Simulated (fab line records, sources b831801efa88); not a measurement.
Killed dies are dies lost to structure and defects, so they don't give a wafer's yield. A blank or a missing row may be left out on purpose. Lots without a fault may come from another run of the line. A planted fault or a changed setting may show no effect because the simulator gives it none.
fab line records | flow sky130
record lots=5 wafers=15 last_day=50
route steps=708 shown VIA2@527 METAL3@532 CAPM@537 PAD_OPEN@708
lots that met no fault: from a run of the same line without faults
start_h: hours from the record's first day to the start of the lot's first wafer shown | wait_h: hours since the lot's step before | " the same as in the row above | L1.1+2: a row that stands for several wafers | - no value, or no start given | * or withheld: withheld | < > ~ a bound
route shown NAME@n: a module of which the file shows steps, and the number in the route of the first | usual: mean/standard deviation of fault-free wafers | same: alike in all rows | chamber/n: place in a boat | sites: the reading at each site | _std_site: their standard deviation | _edge_site: outer sites' mean less inner sites' | radius_mm: how far each site lies from the wafer's centre | mask NAME#n: copy n | behind: the tool/chamber that last shaped the wafer | hold: why the lot was held/for how many hours/how that ended | device: the transistor (n, p or np) that didn't switch | end of line: the same wafers' tests at the end of the route | a step without rows: its recipe alone | killed: dies lost to structure and defects at the first sort, not the wafer's yield | map: a wafer's dies, x killed, . not, _ none there
set.NAME: the setting as run; set.NAME@STEP: as run at that earlier step | model.NAME: the simulator's own value behind a step, which no gauge read
lots at some steps of the route; a table a step, a row a wafer
services: from which hour (start_h, from the record's first day; less than 0 if before it) a tool's chamber was out of use, for how many hours, and why
## steps
# step SKY_VIA2_SPUTTER_20
# recipe material=TiN target_thk_nm=20 chamber_pressure_pa=5 power_w=4000 time_s=80
# step SKY_VIA2_CVD_21
# recipe material=W target_thk_nm=420 time_s=126.4 temp_c=400 pressure_torr=40
# step SKY_VIA2_CMP_24
# recipe stop_on=SiO2 t_overpolish_s=20 down_force_psi=3.5 platen_rpm=60 target_thk_nm=0 pad_velocity_m_s=0.94248
# step SKY_METAL3_SPUTTER_00
# recipe material=Ti target_thk_nm=15 power_w=3000 time_s=10 chamber_pressure_pa=0.4
# step SKY_METAL3_SPUTTER_01
# recipe material=TiN target_thk_nm=20 power_w=6500 time_s=16.7 chamber_pressure_pa=0.4
# step SKY_METAL3_SPUTTER_02
# recipe material=AlCu target_thk_nm=735 power_w=10600 time_s=39.1 chamber_pressure_pa=0.4
# step SKY_METAL3_SPUTTER_03
# recipe material=Ti target_thk_nm=5 power_w=3000 time_s=3.3 chamber_pressure_pa=0.4
# step SKY_METAL3_SPUTTER_04
# recipe material=TiN target_thk_nm=70 power_w=6500 time_s=58.3 chamber_pressure_pa=0.4
# step SKY_CAPM_CVD_00
# recipe material=SiO2 target_thk_nm=15.5 temp_c=400 time_s=withheld rf_w=450
# step SKY_CAPM_SPUTTER_02
# recipe material=TiN target_thk_nm=200 temp_c=300 power_w=6500 time_s=166.7 chamber_pressure_pa=0.4
# usual substrate_temp_c=300.03/0.21 throttle_valve_pct=30.2/0.87
# columns lot.wafer tool chamber start_h wait_h substrate_temp_c throttle_valve_pct model.TiN_of_CAPM_SPUTTER_02.thk_nm
L728.3 pvd_sputter-04 - 884.52 0.0 299.65 29.5 201.4
L728.4 " - " " 299.83 30.2 198.7
L728.6 " - " " 299.85 29.3 200.9
L743.1 pvd_sputter-04 - 973.29 0.1 299.61 31.3 176.4
L743.2 " - " " 299.99 30.2 177.1
L743.6 " - " " 300.14 30.1 179.6
L744.1 pvd_sputter-04 - 985.84 0.1 300.05 30.6 174.5
L744.2 " - " " 300.02 29.9 177.2
L744.6 " - " " 299.85 30.8 173.4
L745.2 pvd_sputter-04 - 986.70 0.0 300.27 31.3 175.2
L745.3 " - " " 300.01 29.5 176.4
L745.4 " - " " 300.01 30.2 177.7
L746.3 pvd_sputter-02 - 1000.53 0.0 300.20 31.1 199.6
L746.4 " - " " 300.21 29.2 198.5
L746.6 " - " " 299.98 28.9 199.7
# step SKY_CAPM_RS_MEAS_03
# recipe thk_meas_gauge=four-point-probe reads=TiN_of_CAPM_SPUTTER_02
# usual CAPM_TIN_RS=6.92/0.07
# columns lot.wafer tool chamber start_h wait_h CAPM_TIN_RS[ohm/sq]
L728.3 film_metro-03 - 884.67 0.1 6.86
L728.4 " - " " 6.96
L728.6 " - " " 6.88
L743.1 film_metro-01 - 973.40 0.1 7.84
L743.2 " - " " 7.83
L743.6 " - " " 7.72
L744.1 film_metro-03 - 985.95 0.1 7.93
L744.2 " - " " 7.80
L744.6 " - " " 7.99
L745.2 film_metro-01 - 986.83 0.1 7.95
L745.3 " - " " 7.87
L745.4 " - " " 7.82
L746.3 film_metro-01 - 1000.68 0.1 6.93
L746.4 " - " " 6.96
L746.6 " - " " 6.93
# step SKY_CAPM_THK_MEAS_04
# recipe thk_meas_gauge=xrf reads=TiN_of_CAPM_SPUTTER_02
# usual CAPM_TIN_THK=196.4/2.1
# columns lot.wafer tool chamber start_h wait_h CAPM_TIN_THK[nm]
L728.3 film_metro-03 - 884.77 0.1 198.9
L728.4 " - " " 195.1
L728.6 " - " " 197.3
L743.1 film_metro-01 - 973.52 0.1 174.0
L743.2 " - " " 173.7
L743.6 " - " " 176.8
L744.1 film_metro-03 - 986.07 0.1 170.7
L744.2 " - " " 173.4
L744.6 " - " " 169.6
L745.2 film_metro-01 - 986.94 0.1 171.9
L745.3 " - " " 173.9
L745.4 " - " " 174.4
L746.3 film_metro-01 - 1000.78 0.1 196.0
L746.4 " - " " 195.1
L746.6 " - " " 196.5
# step SKY_CAPM_DEHYDRATE_05
# recipe temp_c=200 time_s=60
# step SKY_CAPM_HMDS_06
# recipe prime_time_s=60 prime_temp_c=120
# step SKY_CAPM_COAT_07
# recipe resist=NOVOLAK spin_rpm=3000 resist_thk_nm=1140
# step SKY_CAPM_SOFTBAKE_08
# recipe temp_c=90 time_s=60 resist=NOVOLAK
# step SKY_CAPM_EXPOSE_09
# recipe mask_id=CAPM na=0.6 source_shape=conventional sigma_outer=0.6 polarization=unpolarized target_cd_nm=1000 dose_mj=159
# step SKY_CAPM_PEB_10
# recipe temp_c=withheld time_s=* resist=NOVOLAK
# step SKY_CAPM_DEVELOP_11
# recipe resist=NOVOLAK developer=TMAH develop_time_s=60 dev_temp_c=23
# step SKY_CAPM_METAL_ETCH_13
# recipe target_depth_nm=220 stop_on=SiO2 chemistry=Cl2/BCl3 target=TiN pressure_mtorr=10 icp_w=900 bias_w=48.5 Cl2_flow_sccm=60 bcl3_flow_sccm=30 time_s=62.9
# usual drypump_motor_current_A=5.6/0.38 mfc_cl2_sccm=60.00/0.19 oes_product_au=0.940/0.0064 throttle_valve_pct=21.903/0.011
# columns lot.wafer tool chamber start_h wait_h drypump_motor_current_A mfc_cl2_sccm oes_product_au rf_hours_counter_h throttle_valve_pct
L728.3 rie_metal-02 0 909.90 0.0 5.0 60.33 0.941 - 21.907
L728.4 " 1 " " 5.8 59.70 0.934 - 21.891
L728.6 " 1 " " 5.8 59.93 0.940 - 21.879
L743.1 rie_metal-01 1 996.48 0.0 5.8 59.69 0.872 13 21.946
L743.2 " 0 " " 5.8 60.07 0.878 16 21.948
L743.6 " 1 " " 5.8 59.81 0.884 - 21.941
L744.1 rie_metal-02 1 1009.83 0.0 5.8 60.09 0.869 13 21.965
L744.2 " 0 " " 5.0 59.67 0.875 11 21.940
L744.6 " 0 " " 5.0 59.91 0.874 - 21.963
L745.2 rie_metal-01 1 1009.93 0.0 5.8 59.79 0.875 14 21.956
L745.3 " 1 " " 5.8 60.07 0.870 - 21.939
L745.4 " 0 " " 5.8 59.99 0.885 - 21.935
L746.3 rie_metal-04 0 1024.01 0.0 6.2 59.93 0.946 - 21.908
L746.4 " 1 " " 5.6 60.51 0.930 - 21.883
L746.6 " 1 " " 5.6 60.10 0.945 - 21.901
# step SKY_CAPM_STRIP_14
# recipe chemistry=O2/N2 power_w=1400 pressure_mtorr=1500 platen_temp_c=withheld o2_flow_sccm=3000 n2_flow_sccm=300 overash_fraction=0.5
# step SKY_CAPM_STRIP_15
# recipe chemistry=post_etch_residue_remover time_s=1200 temp_c=72.5
# step SKY_CAPM_CLEAN_16
# recipe chemistry=IPA time_s=180 temp_c=25
# step SKY_CAPM_CLEAN_17
# recipe chemistry=O3/DIW dry=n2_spin
# step SKY_METAL3_DEHYDRATE_05
# recipe temp_c=200 time_s=60
# step SKY_METAL3_HMDS_06
# recipe prime_time_s=60 prime_temp_c=120
# step SKY_METAL3_COAT_07
# recipe resist=BARC temp_c=withheld time_s=withheld spin_rpm=3000 resist_thk_nm=60
# step SKY_METAL3_COAT_08
# recipe resist=KrF-thick spin_rpm=3000 resist_thk_nm=1140
# step SKY_METAL3_SOFTBAKE_09
# recipe temp_c=100 time_s=90 resist=KrF-thick
# step SKY_METAL3_EXPOSE_10
# recipe mask_id=MM3 na=0.68 source_shape=annular sigma_inner=0.4 sigma_outer=0.8 target_cd_nm=300 dose_mj=28
# step SKY_METAL3_PEB_11
# recipe peb_temp_c=withheld peb_time_s=withheld resist=KrF-thick
# step SKY_METAL3_DEVELOP_12
# recipe develop_time_s=60 resist=KrF-thick dev_temp_c=21
# step SKY_METAL3_DESCUM_15
# recipe chemistry=O2 source_power_w=150 bias_power_w=0 pressure_mtorr=10 temp_c=40 time_s=8
# step SKY_METAL3_ETCH_16
# recipe chemistry=N2/H2 target=BARC ion_energy_ev=200 bias_w=100 pressure_mtorr=30 n2_flow_sccm=100 h2_flow_sccm=200 icp_w=500 stop_on=SiO2 time_s=88.2 target_depth_a=600
# step SKY_METAL3_ETCH_17
# recipe target=SiO2 stop_on=TiN chemistry=C4F8/O2/Ar source_w=1500 bias_w=1200 pressure_mtorr=40 c4f8_flow_sccm=withheld O2_flow_sccm=6 Ar_flow_sccm=300 time_s=3.9 target_depth_a=150
# step SKY_METAL3_METAL_ETCH_18
# recipe target_depth_a=8450 stop_on=SiO2 over_etch_frac=0.3 time_s=183.1 chemistry=Cl2/BCl3 resist_sidewall_deg=88 pressure_mtorr=10 icp_w=900 bias_w=48.5 Cl2_flow_sccm=60 bcl3_flow_sccm=30
# step SKY_METAL3_STRIP_20
# recipe chemistry=post_etch_residue_remover time_s=1200 temp_c=72.5
# columns lot.wafer tool chamber start_h wait_h model.TiN_of_CAPM_SPUTTER_02.thk_nm
L728.3 wet_bench-02 2 936.53 0.0 200.6
L728.4 " 2 " " 197.8
L728.6 " 2 " " 200.1
L743.1 wet_bench-02 1 1020.48 0.1 175.6
L743.2 " 1 " " 176.2
L743.6 " 1 " " 178.7
L744.1 wet_bench-02 0 1033.68 0.1 173.6
L744.2 " 0 " " 176.4
L744.6 " 0 " " 172.6
L745.2 wet_bench-04 0 1034.03 0.1 174.3
L745.3 " 0 " " 175.6
L745.4 " 0 " " 176.8
L746.3+6 wet_bench-04 1 1048.07 0.0 198.8
L746.4 " 1 " " 197.7
# step SKY_PAD_OPEN_PROBE_99
# usual defect_limited_yield=82.8/1.9 killed_at_M0_to_M3=43/7.3 killed_at_M4_up=3.6/1.9 killed_at_contacts=23/5.3 killed_at_front_end=15/4.5 killed_at_other=0.3/0.72 killed_dies=85/9.4 killed_open=46/6.7 killed_short=38/6.8 sort_bin_3_pad_short=0.8/0.36 sort_bin_5_function=10.1/1.3 sort_bin_6_memory=6.3/1.2 sort_n_pass=407/9.4 sort_yield_pct=82.8/1.9
# same gross_dies=492 killed_at_back_side=0 sort_bin_4_leakage[%]=0 sort_bin_8_speed[%]=0
# columns lot.wafer tool chamber start_h wait_h defect_limited_yield[%] killed_at_M0_to_M3 killed_at_M4_up killed_at_contacts killed_at_front_end killed_at_other killed_dies killed_open killed_short sort_bin_3_pad_short[%] sort_bin_5_function[%] sort_bin_6_memory[%] sort_n_pass sort_yield_pct[%] model.etest.cap_mim.plate_ohm_sq model.etest.cap_mim.bv_v model.etest.cap_mim.leak_log10_a_cm2
L728.3 prober-02 - 1103.57 0.2 82.5 44 4 27 10 1 86 51 34 0.8 10.6 6.1 406 82.5 5.962 14.53 -9.152
L728.4 prober-02 - 1103.62 0.2 82.3 43 6 23 15 0 87 42 45 1.0 10.0 6.7 405 82.3 6.091 14.97 -9.178
L728.6 prober-02 - 1103.72 0.2 82.5 42 2 22 20 0 86 41 45 1.6 10.0 5.9 406 82.5 5.997 14.15 -9.252
L743.1 prober-01 - 1173.32 0.1 84.1 45 5 12 16 0 78 52 26 1.0 9.8 5.1 414 84.1 6.821 12.73 -8.695
L743.2 prober-01 - 1173.37 0.1 83.7 39 6 16 19 0 80 41 37 0.4 9.3 6.5 412 83.7 6.765 13.36 -8.522
L743.6 prober-01 - 1173.57 0.2 83.7 50 2 15 13 0 80 40 40 1.0 10.6 4.7 412 83.7 6.69 13.2 -8.6
L744.1 prober-02 - 1180.41 0.1 83.5 38 3 30 10 0 81 46 35 0.6 10.2 5.7 411 83.5 6.869 13.29 -8.543
L744.2 prober-02 - 1180.46 0.1 80.1 55 7 22 14 0 98 54 44 0.6 11.8 7.5 394 80.1 6.8 13.24 -8.865
L744.6 prober-02 - 1180.66 0.2 82.9 41 3 26 14 0 84 45 39 1.0 11.0 5.1 408 82.9 6.923 13.39 -8.714
L745.2 prober-01 - 1182.82 0.1 82.3 44 4 25 14 0 87 45 42 0.4 10.2 7.1 405 82.3 6.863 13.57 -8.754
L745.3 prober-01 - 1182.87 0.2 82.5 46 5 27 8 0 86 47 39 1.2 8.9 7.3 406 82.5 6.791 13.53 -8.808
L745.4 prober-01 - 1182.92 0.2 86.2 33 5 15 15 0 68 39 29 0.6 8.5 4.7 424 86.2 6.793 13.09 -8.537
L746.3 prober-01 - 1192.11 0.2 79.1 48 7 29 18 1 103 54 49 1.4 11.4 8.1 389 79.1 5.932 14.47 -9.024
L746.4 prober-01 - 1192.16 0.2 81.9 49 1 22 17 0 89 51 38 1.2 10.6 6.3 403 81.9 6.067 14.01 -9.063
L746.6 prober-01 - 1192.26 0.2 82.7 48 2 17 18 0 85 39 46 0.4 11.4 5.5 407 82.7 6.023 14.74 -9.098
# killed by level:class
L728.3 LI_CONTACT:geometric_particle:open=9 VIA2:geometric_particle:open=8 CONTACT:geometric_particle:open=8 VIA1:geometric_particle:open=6 LI_CONTACT:geometric_particle:short=5 METAL1:geometric_particle:short=5 LOCAL_INTERCONNECT:geometric_particle:short=5 VIA3:geometric_particle:open=5
L728.4 VIA1:geometric_particle:open=12 METAL2:geometric_particle:short=8 LI_CONTACT:geometric_particle:open=7 LOCAL_INTERCONNECT:geometric_particle:short=7 VIA2:geometric_particle:open=5 CONTACT:geometric_particle:open=5 FIELD_ISO:geometric_particle:short=4 POLY_GATE:geometric_particle:open=4
L728.6 VIA2:geometric_particle:open=7 LI_CONTACT:geometric_particle:open=7 CONTACT:geometric_particle:open=7 VIA1:geometric_particle:short=7 VIA1:geometric_particle:open=6 FIELD_ISO:geometric_particle:short=5 METAL2:geometric_particle:short=5 FIELD_ISO:geometric_particle:open=4
L743.1 VIA2:geometric_particle:open=11 VIA1:geometric_particle:open=10 CONTACT:geometric_particle:open=8 VIA3:geometric_particle:open=7 POLY_GATE:geometric_particle:open=6 METAL4:geometric_particle:short=5 METAL2:geometric_particle:short=4 VIA1:geometric_particle:short=3
L743.2 VIA1:geometric_particle:open=8 VIA3:geometric_particle:open=7 CONTACT:geometric_particle:open=5 METAL2:geometric_particle:short=5 VIA1:geometric_particle:short=5 FIELD_ISO:geometric_particle:short=4 POLY_GATE:geometric_particle:open=4 POLY_GATE:geometric_particle:short=4
L743.6 POLY_GATE:geometric_particle:short=8 VIA1:geometric_particle:open=8 VIA3:geometric_particle:open=7 VIA2:geometric_particle:open=5 VIA1:geometric_particle:short=5 CONTACT:geometric_particle:short=5 METAL1:geometric_particle:short=5 VIA3:geometric_particle:short=5
L744.1 LI_CONTACT:geometric_particle:open=11 VIA1:geometric_particle:short=9 VIA1:geometric_particle:open=8 CONTACT:geometric_particle:open=7 VIA3:geometric_particle:open=6 CONTACT:geometric_particle:short=4 METAL1:geometric_particle:short=4 METAL2:geometric_particle:short=4
L744.2 METAL1:geometric_particle:short=9 CONTACT:geometric_particle:open=9 VIA1:geometric_particle:open=9 VIA2:geometric_particle:open=8 POLY_GATE:geometric_particle:open=6 LI_CONTACT:geometric_particle:open=5 VIA1:geometric_particle:short=5 METAL2:geometric_particle:short=4
L744.6 CONTACT:geometric_particle:open=12 VIA2:geometric_particle:open=8 METAL1:geometric_particle:short=6 VIA1:geometric_particle:open=6 CONTACT:geometric_particle:short=5 VIA1:geometric_particle:short=5 POLY_GATE:geometric_particle:open=4 LI_CONTACT:geometric_particle:open=4
L745.2 VIA2:geometric_particle:open=9 METAL1:geometric_particle:short=9 VIA1:geometric_particle:open=8 CONTACT:geometric_particle:open=7 POLY_GATE:geometric_particle:open=6 LOCAL_INTERCONNECT:geometric_particle:short=6 VIA3:geometric_particle:open=6 LI_CONTACT:geometric_particle:short=5
L745.3 VIA1:geometric_particle:open=16 LI_CONTACT:geometric_particle:open=9 CONTACT:geometric_particle:open=6 METAL2:geometric_particle:short=6 CONTACT:geometric_particle:short=5 METAL4:geometric_particle:short=4 METAL1:geometric_particle:short=4 VIA1:geometric_particle:short=4
L745.4 VIA1:geometric_particle:open=11 LI_CONTACT:geometric_particle:open=8 POLY_GATE:geometric_particle:open=5 VIA2:geometric_particle:open=5 METAL4:geometric_particle:short=5 FIELD_ISO:geometric_particle:short=4 POLY_GATE:geometric_particle:short=4 METAL2:geometric_particle:short=4
L746.3 VIA1:geometric_particle:open=11 VIA2:geometric_particle:open=9 LI_CONTACT:geometric_particle:open=8 FIELD_ISO:geometric_particle:open=7 CONTACT:geometric_particle:open=7 METAL4:geometric_particle:short=7 LOCAL_INTERCONNECT:geometric_particle:short=6 METAL2:geometric_particle:short=6
L746.4 VIA1:geometric_particle:open=14 CONTACT:geometric_particle:open=13 FIELD_ISO:geometric_particle:short=7 VIA2:geometric_particle:open=7 FIELD_ISO:geometric_particle:open=6 METAL1:geometric_particle:short=5 METAL2:geometric_particle:short=5 VIA1:geometric_particle:short=5
L746.6 VIA1:geometric_particle:open=9 VIA1:geometric_particle:short=8 METAL1:geometric_particle:short=7 VIA3:geometric_particle:open=7 CONTACT:geometric_particle:short=6 FIELD_ISO:geometric_particle:short=5 POLY_GATE:geometric_particle:short=5 METAL3:geometric_particle:short=5
## services
# columns tool chamber start_h hours kind
wet_bench-04 - 861.75 58.7 pm
rie_metal-04 0 861.84 1.7 repair
rie_metal-04 - 863.24 1.1 repair
rie_metal-04 0 874.65 - clean
rie_metal-04 0 874.65 17.6 scheduled_down
rie_metal-04 0 874.65 17.6 vent_cycle
rie_metal-02 - 887.28 1.4 pm
rie_metal-01 - 902.09 14.6 pm
pvd_sputter-02 0 903.07 - consumable_replace:kit
pvd_sputter-02 0 903.07 18.0 scheduled_down
pvd_sputter-02 0 903.07 18.0 vent_cycle
wet_bench-04 - 920.55 2.4 repair
pvd_sputter-02 - 934.79 2.4 repair
pvd_sputter-04 1 1009.73 - consumable_replace:kit
pvd_sputter-04 1 1009.73 18.0 scheduled_down
pvd_sputter-04 1 1009.73 18.0 vent_cycle
rie_metal-02 - 1040.70 2.8 pm
## key
first_sign step=SKY_CAPM_RS_MEAS_03 reading=CAPM_TIN_RS direction=up sigmas=13 usual=6.92 struck=7.86
effect step=SKY_CAPM_THK_MEAS_04 reading=CAPM_TIN_THK direction=down sigmas=11 usual=196.4 struck=173.2
effect step=SKY_CAPM_METAL_ETCH_13 reading=oes_product_au direction=down sigmas=10 usual=0.940 struck=0.876
model_effect step=SKY_CAPM_SPUTTER_02 value=TiN_of_CAPM_SPUTTER_02.thk_nm without=198.7 struck=176.4
model_effect step=SKY_METAL3_STRIP_20 value=TiN_of_CAPM_SPUTTER_02.thk_nm without=197.9 struck=175.5
model_effect step=SKY_PAD_OPEN_PROBE_99 value=etest.cap_mim.plate_ohm_sq without=6.048 struck=6.813
met_at SKY_CAPM_SPUTTER_02
struck_wafers L743.1,L743.2,L743.6,L744.1,L744.2,L744.6,L745.2,L745.3,L745.4
onset_between 884.52 973.29
fault kind=process_parameter_drift tool=pvd_sputter-04 chamber=- onset_h=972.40 steps=SKY_CAPM_SPUTTER_02 channel=target_thk_nm offset=-22.316 shape=step end_h=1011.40 acts_in=these_recipes_only stated=200
